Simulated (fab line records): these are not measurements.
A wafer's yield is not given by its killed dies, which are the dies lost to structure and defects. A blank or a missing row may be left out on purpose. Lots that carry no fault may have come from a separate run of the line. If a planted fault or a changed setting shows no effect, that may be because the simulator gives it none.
Matching of chambers || flow sky130 || wetBench-04 running SKY_METAL1_STRIP_21: 3 sister chambers
The step strips in post etch residue remover, time 1200 s. 14 wafers are shown with their chamber, then 7 later ones without.

== WAFERS WITH THEIR CHAMBER ==
{"wafer": "L325.1", "chamber": 1, "tempC (C)": 72.71}
{"wafer": "L325.4", "chamber": 1, "tempC (C)": 72.46}
{"wafer": "L325.6", "chamber": 1, "tempC (C)": 72.45}
{"wafer": "L326.2", "chamber": 3, "tempC (C)": 72.44}
{"wafer": "L326.3", "chamber": 3, "tempC (C)": 72.52}
{"wafer": "L326.5", "chamber": 3, "tempC (C)": 72.44}
{"wafer": "L328.4", "chamber": 3, "tempC (C)": 72.49}
{"wafer": "L328.5", "chamber": 3, "tempC (C)": 72.53}
{"wafer": "L328.6", "chamber": 3, "tempC (C)": 72.45}
{"wafer": "L327.2", "chamber": 3, "tempC (C)": 72.61}
{"wafer": "L327.5", "chamber": 3, "tempC (C)": 72.49}
{"wafer": "L327.6", "chamber": 3, "tempC (C)": 72.41}
{"wafer": "L340.1", "chamber": 0, "tempC (C)": 72.38}
{"wafer": "L340.3", "chamber": 0, "tempC (C)": 72.52}

SIGNATURES (means of the wafers above)
{"reading": "tempC", "chamber 0": 72.4500, "chamber 1": 72.5400, "chamber 3": 72.4867, "scatter within a chamber": 0.0869}
Rule: a wafer lies at a distance from a chamber equal to the root of the sum of squares, over the readings, of (its reading less the chamber's mean, divided by the reading's scatter). The wafer belongs to the nearest chamber; if the next one is less than 2 further off, it can't be placed. How the scatter is found: for the shown wafers, subtract from each reading the mean of its chamber, square and add these, divide the total by (wafers less chambers), then take the root.

== WAFERS WITH NO CHAMBER GIVEN ==
{"wafer": "L340.5", "tempC (C)": 72.43}
{"wafer": "L342.1", "tempC (C)": 72.44}
{"wafer": "L342.4", "tempC (C)": 72.61}
{"wafer": "L342.5", "tempC (C)": 72.59}
{"wafer": "L344.1", "tempC (C)": 72.45}
{"wafer": "L344.2", "tempC (C)": 72.61}
{"wafer": "L344.4", "tempC (C)": 72.49}

== CHAMBER TAKEN BY EACH ==
{"wafer": "L340.5", "from the rows above": "can't be placed: 0 or 3 or 1", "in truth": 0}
{"wafer": "L342.1", "from the rows above": "can't be placed: 0 or 3 or 1", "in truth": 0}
{"wafer": "L342.4", "from the rows above": "can't be placed: 1 or 3 or 0", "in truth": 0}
{"wafer": "L342.5", "from the rows above": "can't be placed: 1 or 3 or 0", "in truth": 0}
{"wafer": "L344.1", "from the rows above": "can't be placed: 0 or 3 or 1", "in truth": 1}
{"wafer": "L344.2", "from the rows above": "can't be placed: 1 or 3 or 0", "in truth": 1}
{"wafer": "L344.4", "from the rows above": "can't be placed: 3 or 0 or 1", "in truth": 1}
Correct placement for 0 of the 7. Cannot be placed on the basis of these rows: 7; the candidates contain the true chamber in 7. Wrongly placed: 0.
